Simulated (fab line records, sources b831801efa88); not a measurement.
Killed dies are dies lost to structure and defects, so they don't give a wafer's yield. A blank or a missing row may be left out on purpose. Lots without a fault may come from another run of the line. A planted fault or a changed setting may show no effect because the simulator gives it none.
fab line records | flow sky130
record lots=6 wafers=18 last_day=50
route steps=708 shown METAL5@669 PASSIVATION@681
lots that met no fault: from a run of the same line without faults
start_h: hours from the record's first day to the start of the lot's first wafer shown | wait_h: hours since the lot's step before | " the same as in the row above | L1.1+2: a row that stands for several wafers | - no value, or no start given | * or withheld: withheld | < > ~ a bound
route shown NAME@n: a module of which the file shows steps, and the number in the route of the first | usual: mean/standard deviation of fault-free wafers | same: alike in all rows | chamber/n: place in a boat | sites: the reading at each site | _std_site: their standard deviation | _edge_site: outer sites' mean less inner sites' | radius_mm: how far each site lies from the wafer's centre | mask NAME#n: copy n | behind: the tool/chamber that last shaped the wafer | hold: why the lot was held/for how many hours/how that ended | device: the transistor (n, p or np) that didn't switch | end of line: the same wafers' tests at the end of the route | a step without rows: its recipe alone | killed: dies lost to structure and defects at the first sort, not the wafer's yield | map: a wafer's dies, x killed, . not, _ none there
set.NAME: the setting as run; set.NAME@STEP: as run at that earlier step | model.NAME: the simulator's own value behind a step, which no gauge read
lots at some steps of the route; a table a step, a row a wafer
services: from which hour (start_h, from the record's first day; less than 0 if before it) a tool's chamber was out of use, for how many hours, and why
## steps
# step SKY_METAL5_HMDS_08
# recipe prime_time_s=60 prime_temp_c=120
# step SKY_METAL5_COAT_09
# recipe resist=NOVOLAK spin_rpm=3000 resist_thk_nm=1800
# step SKY_METAL5_SOFTBAKE_10
# recipe temp_c=90 time_s=60 resist=NOVOLAK
# step SKY_METAL5_EXPOSE_11
# recipe mask_id=MM5 na=0.6 source_shape=conventional sigma_outer=0.6 polarization=unpolarized target_cd_nm=1600 dose_mj=190
# step SKY_METAL5_PEB_12
# recipe temp_c=withheld time_s=* resist=NOVOLAK
# step SKY_METAL5_DEVELOP_13
# recipe resist=NOVOLAK developer=TMAH develop_time_s=60 dev_temp_c=23
# step SKY_METAL5_DESCUM_14
# recipe chemistry=O2 source_power_w=150 bias_power_w=0 pressure_mtorr=10 temp_c=40 time_s=11
# usual drypump_motor_current_A=6.0/0.53 oes_product_au=0.997/0.012
# columns lot.wafer tool chamber start_h wait_h drypump_motor_current_A oes_product_au rf_hours_counter_h
L396.1 rie_metal-02 0 1039.17 0.1 5.8 1.000 7
L396.5 " 0 " " 5.8 0.996 -
L396.6 " 1 " " 6.4 1.004 -
L403.1 rie_metal-03 1 1087.56 0.1 6.8 0.997 8
L403.3 " 1 " " 6.7 0.998 -
L403.6 " 0 " " 5.9 1.006 -
L411.3 rie_metal-02 1 1132.33 0.1 6.4 1.012 -
L411.4 " 0 " " 5.8 1.005 -
L411.5 " 0 " " 5.8 1.008 -
L412.1 rie_metal-02 1 1138.32 0.1 6.4 1.012 22
L412.5 " 1 " " 6.4 1.005 -
L412.6 " 0 " " 5.8 1.008 -
L415.1 rie_metal-02 1 1149.77 0.1 6.4 1.005 23
L415.3 " 0 " " 5.8 1.000 -
L415.5 " 0 " " 5.8 1.010 -
L417.3 rie_metal-04 1 1166.44 0.1 6.1 0.974 -
L417.5 " 1 " " 6.1 0.964 -
L417.6 " 1 " " 6.1 0.977 -
# step SKY_METAL5_METAL_ETCH_15
# recipe target_depth_a=12600 stop_on=SiO2 over_etch_frac=0.2 time_s=252 chemistry=Cl2/BCl3 resist_sidewall_deg=86 pressure_mtorr=10 icp_w=900 bias_w=48.5 Cl2_flow_sccm=60 bcl3_flow_sccm=30
# usual drypump_motor_current_A=6.0/0.54 oes_product_au=0.894/0.0049 throttle_valve_pct=22.265/0.0091
# columns lot.wafer tool chamber start_h wait_h drypump_motor_current_A oes_product_au rf_hours_counter_h throttle_valve_pct
L396.1 rie_metal-02 0 1039.21 0.0 5.8 0.893 7 22.265
L396.5 " 0 " " 5.8 0.896 - 22.258
L396.6 " 1 " " 6.4 0.898 - 22.262
L403.1 rie_metal-03 1 1087.60 0.0 6.8 0.899 8 22.265
L403.3 " 1 " " 6.7 0.890 - 22.266
L403.6 " 0 " " 5.9 0.890 - 22.254
L411.3 rie_metal-02 1 1132.44 0.1 6.4 0.903 - 22.263
L411.4 " 0 " " 5.8 0.890 - 22.260
L411.5 " 0 " " 5.8 0.894 - 22.267
L412.1 rie_metal-02 1 1138.35 0.0 6.4 0.902 22 22.249
L412.5 " 1 " " 6.4 0.907 - 22.273
L412.6 " 0 " " 5.8 0.892 - 22.256
L415.1 rie_metal-02 1 1149.80 0.0 6.4 0.888 23 22.263
L415.3 " 0 " " 5.8 0.890 - 22.268
L415.5 " 0 " " 5.8 0.899 - 22.281
L417.3 rie_metal-04 1 1166.64 0.2 6.1 0.892 - 22.273
L417.5 " 1 " " 6.1 0.888 - 22.275
L417.6 " 1 " " 6.1 0.896 - 22.261
# step SKY_METAL5_STRIP_16
# recipe chemistry=O2/N2 power_w=1400 pressure_mtorr=1500 platen_temp_c=withheld o2_flow_sccm=3000 n2_flow_sccm=300 overash_fraction=0.5
# usual drypump_motor_current_A=5.8/0.58 oes_product_au=0.710/0.0045 strip_time_to_endpoint_s=13.08/0.16
# columns lot.wafer tool chamber start_h wait_h drypump_motor_current_A oes_product_au rf_hours_counter_h strip_time_to_endpoint_s
L396.1 plasma_asher-04 0 1039.44 0.2 6.6 0.715 120 12.89
L396.5 " 1 " " 6.7 0.716 - 12.86
L396.6 " 0 " " 6.6 0.718 - 13.00
L403.1 plasma_asher-04 1 1087.83 0.2 6.7 0.718 2 12.98
L403.3 " 0 " " 6.6 0.710 - 12.91
L403.6 " 0 " " 6.6 0.709 - 12.82
L411.3 plasma_asher-02 1 1132.63 0.1 5.7 0.707 - 13.02
L411.4 " 0 " " 5.7 0.713 - 13.11
L411.5 " 1 " " 5.7 0.707 - 13.05
L412.1 plasma_asher-04 1 1138.59 0.2 6.7 0.710 8 12.92
L412.5 " 1 " " 6.7 0.716 - 12.97
L412.6 " 0 " " 6.5 0.710 - 12.98
L415.1 plasma_asher-03 0 1150.04 0.2 4.9 0.703 39 13.07
L415.3 " 0 " " 4.9 0.710 - 13.11
L415.5 " 0 " " 4.9 0.703 - 13.08
L417.3 plasma_asher-03 1 1166.99 0.3 6.0 0.709 - 13.38
L417.5 " 0 " " 4.9 0.715 - 13.43
L417.6 " 1 " " 6.0 0.708 - 13.32
# step SKY_METAL5_STRIP_17
# recipe chemistry=post_etch_residue_remover time_s=1200 temp_c=72.5
# step SKY_METAL5_CLEAN_18
# recipe chemistry=IPA time_s=180 temp_c=25
# step SKY_METAL5_CLEAN_19
# recipe chemistry=O3/DIW dry=n2_spin
# step SKY_PASSIVATION_CVD_00
# recipe material=SiO2 target_thk_nm=90 temp_c=400 time_s=withheld rf_w=600
# usual heater_power_outer_w=374/57 heater_power_w=652/88
# columns lot.wafer tool chamber start_h wait_h heater_power_outer_w heater_power_w
L396.1 pecvd-01 2 1040.04 0.0 290 473
L396.5 " 0 " " 432 752
L396.6 " 2 " " 306 497
L403.1 pecvd-03 2 1088.54 0.0 344 607
L403.3 " 1 " " 334 574
L403.6 " 1 " " 332 601
L411.3 pecvd-03 2 1133.70 0.0 - -
L411.4 " 0 " " - -
L411.5 " 2 " " - -
L412.1 pecvd-03 2 1139.67 0.0 - -
L412.5 " 1 " " - -
L412.6 " 0 " " - -
L415.1 pecvd-01 2 1150.63 0.0 356 572
L415.3 " 1 " " 435 749
L415.5 " 2 " " 368 573
L417.3 pecvd-04 2 1167.54 0.0 529 864
L417.5 " 0 " " 500 840
L417.6 " 1 " " 340 664
# step SKY_PASSIVATION_CVD_02
# recipe material=Si3N4 target_thk_nm=540 temp_c=400 time_s=withheld rf_w=450
# usual heater_power_outer_w=410/66 heater_power_w=705/98
# columns lot.wafer tool chamber start_h wait_h heater_power_outer_w heater_power_w
L396.1 pecvd-03 1 1040.13 0.1 411 694
L396.5 " 1 " " 424 699
L396.6 " 2 " " 348 599
L403.1 pecvd-01 2 1088.62 0.1 374 599
L403.3 " 1 " " 439 763
L403.6 " 1 " " 453 758
L411.3 pecvd-01 0 1133.78 0.0 364 646
L411.4 " 1 " " 416 722
L411.5 " 2 " " 356 563
L412.1 pecvd-01 1 1139.75 0.1 363 655
L412.5 " 2 " " 329 528
L412.6 " 1 " " 416 729
L415.1 pecvd-03 2 1150.71 0.1 355 612
L415.3 " 1 " " 380 647
L415.5 " 2 " " 368 612
L417.3 pecvd-01 2 1167.63 0.0 379 582
L417.5 " 2 " " 387 595
L417.6 " 0 " " 439 728
# step SKY_PASSIVATION_DEHYDRATE_04
# recipe temp_c=200 time_s=60
# step SKY_PASSIVATION_HMDS_05
# recipe prime_time_s=60 prime_temp_c=120
# step SKY_PASSIVATION_COAT_06
# recipe spin_rpm=2000 resist_thk_nm=3000
# step SKY_PASSIVATION_SOFTBAKE_07
# recipe temp_c=110 time_s=withheld
# step SKY_PASSIVATION_EXPOSE_08
# recipe mask_id=NSM target_cd_nm=3000 na=0.57 dose_mj=260
# step SKY_PASSIVATION_PEB_09
# recipe temp_c=115 time_s=withheld
# step SKY_PASSIVATION_DEVELOP_10
# recipe develop_time_s=60 dev_temp_c=23
# step SKY_PASSIVATION_ETCH_11
# recipe chemistry=CF4/O2 target_depth_nm=725 stop_on=AlCu source_w=800 bias_w=150 pressure_mtorr=150 cf4_flow_sccm=80 O2_flow_sccm=10 time_s=161.1
# usual drypump_motor_current_A=5.7/0.4 oes_product_au=0.974/0.0078 throttle_valve_pct=5.964/0.0094
# columns lot.wafer tool chamber start_h wait_h drypump_motor_current_A oes_product_au rf_hours_counter_h throttle_valve_pct model.PASSIVATION.feature_depth_nm model.etch.depth_nm
L396.1 rie_diel-03 2 1061.96 - 5.8 0.969 6 5.964 687.4 687.4
L396.5 " 1 " " 6.0 0.974 - 5.970 699 699
L396.6 " 0 " " 5.3 0.982 - 5.962 698.6 698.6
L403.1 rie_diel-01 2 1109.36 - 5.8 0.985 16 5.970 699.1 699.1
L403.3 " 1 " " 5.4 0.976 23 5.966 696.9 696.9
L403.6 " 1 " " 5.4 0.985 - 5.945 709.7 709.7
L411.3 rie_diel-03 3 1151.72 - 6.1 0.989 22 5.969 719.8 719.8
L411.4 " 2 " " 5.9 0.983 10 5.955 715.2 715.2
L411.5 " 3 " " 6.1 0.986 - 5.970 716.2 716.2
L412.1 rie_diel-01 0 1157.57 - 5.1 0.988 21 5.959 723.3 723.3
L412.5 " 3 " " 5.6 0.991 - 5.969 724.6 724.6
L412.6 " 2 " " 5.8 0.978 - 5.985 719.1 719.1
L415.1 rie_diel-04 3 1167.92 - 5.8 0.978 22 5.978 697.4 697.4
L415.3 " 1 " " 5.7 0.969 14 5.962 694.7 694.7
L415.5 " 3 " " 5.8 0.971 - 5.968 697.9 697.9
L417.3 rie_diel-01 3 1184.17 - 5.6 0.980 9 5.961 707.5 707.5
L417.5 " 0 " " 5.2 0.981 - 5.962 712.3 712.3
L417.6 " 3 " " 5.6 0.988 - 5.981 716 716
# step SKY_PASSIVATION_STRIP_12
# recipe chemistry=O2/N2 power_w=1400 pressure_mtorr=1500 platen_temp_c=withheld overash_fraction=0.7 o2_flow_sccm=3000 n2_flow_sccm=300
# usual drypump_motor_current_A=6.0/0.66 oes_product_au=0.661/0.0045 strip_time_to_endpoint_s=31.57/0.13
# columns lot.wafer tool chamber start_h wait_h drypump_motor_current_A oes_product_au rf_hours_counter_h strip_time_to_endpoint_s
L396.1 plasma_asher-01 1 1062.07 0.1 6.3 0.666 94 31.58
L396.5 " 0 " " 4.7 0.657 - 31.56
L396.6 " 1 " " 6.2 0.660 - 31.39
L403.1 plasma_asher-01 0 1109.46 0.1 4.7 0.660 98 31.36
L403.3 " 0 " " 4.7 0.657 - 31.45
L403.6 " 1 " " 6.2 0.658 - 31.45
L411.3 plasma_asher-01 1 1151.86 0.1 6.3 0.656 - 31.28
L411.4 " 0 " " 4.7 0.664 - 31.53
L411.5 " 0 " " 4.7 0.662 - 31.44
L412.1 plasma_asher-02 0 1157.67 0.1 5.7 0.658 73 31.36
L412.5 " 1 " " 5.7 0.669 - 31.47
L412.6 " 0 " " 5.7 0.653 - 31.64
L415.1 plasma_asher-02 0 1168.02 0.1 5.7 0.665 74 31.72
L415.3 " 1 " " 5.7 0.652 - 31.59
L415.5 " 1 " " 5.7 0.656 - 31.63
L417.3 plasma_asher-04 0 1184.31 0.1 6.6 0.658 - 31.60
L417.5 " 0 " " 6.6 0.660 - 31.61
L417.6 " 1 " " 6.7 0.661 - 31.50
## services
# columns tool chamber start_h hours kind
pecvd-03 1 1017.23 4.1 repair
pecvd-04 - 1025.43 1.2 repair
plasma_asher-02 - 1029.89 1.2 repair
rie_diel-03 3 1040.74 7.6 repair
rie_diel-04 - 1046.72 14.6 pm
pecvd-03 - 1047.68 6.0 pm
plasma_asher-04 - 1055.25 9.0 pm
rie_diel-03 3 1057.69 3.9 repair
pecvd-01 - 1085.50 2.8 pm
rie_diel-03 1 1109.17 4.7 repair
rie_diel-03 0 1119.20 1.6 repair
plasma_asher-03 - 1120.43 19.1 repair
pecvd-01 1 1120.64 6.3 repair
rie_diel-01 1 1122.20 3.5 repair
rie_diel-01 0 1123.82 3.9 repair
rie_metal-03 0 1131.18 24.8 repair
rie_diel-01 - 1132.84 2.8 pm
rie_metal-04 1 1133.55 2.5 repair
rie_diel-03 0 1140.84 6.2 repair
pecvd-04 - 1141.45 0.4 repair
plasma_asher-04 - 1142.56 7.4 repair
rie_metal-04 - 1145.15 2.8 pm
rie_metal-03 - 1170.44 14.6 pm
rie_diel-04 - 1171.18 0.3 repair
## key
first_sign step=SKY_PASSIVATION_CVD_00 reading=tool_record direction=missing
effect none on later readings
model_effect step=SKY_PASSIVATION_ETCH_11 value=PASSIVATION.feature_depth_nm without=707.6 struck=719.7
met_at SKY_PASSIVATION_CVD_00
struck_wafers L411.3,L411.4,L411.5,L412.1,L412.5,L412.6
later_rows_left_out L411.3,L411.4,L411.5,L412.1,L412.5,L412.6
sort_left_out L411.3,L411.4,L411.5,L412.1,L412.5,L412.6
onset_between 1088.54 1133.70
fault kind=skipped_step_whole tool=pecvd-03 chamber=- onset_h=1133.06 steps=SKY_PASSIVATION_CVD_00 scope=struck_lots_only
# sort_left_out: the simulated sort isn't trusted on such a fault, so these wafers' sort isn't shown, and their yield isn't known
# later_rows_left_out: the simulator's readings of these wafers behind a module that went badly wrong aren't trusted and aren't shown, but for the sort
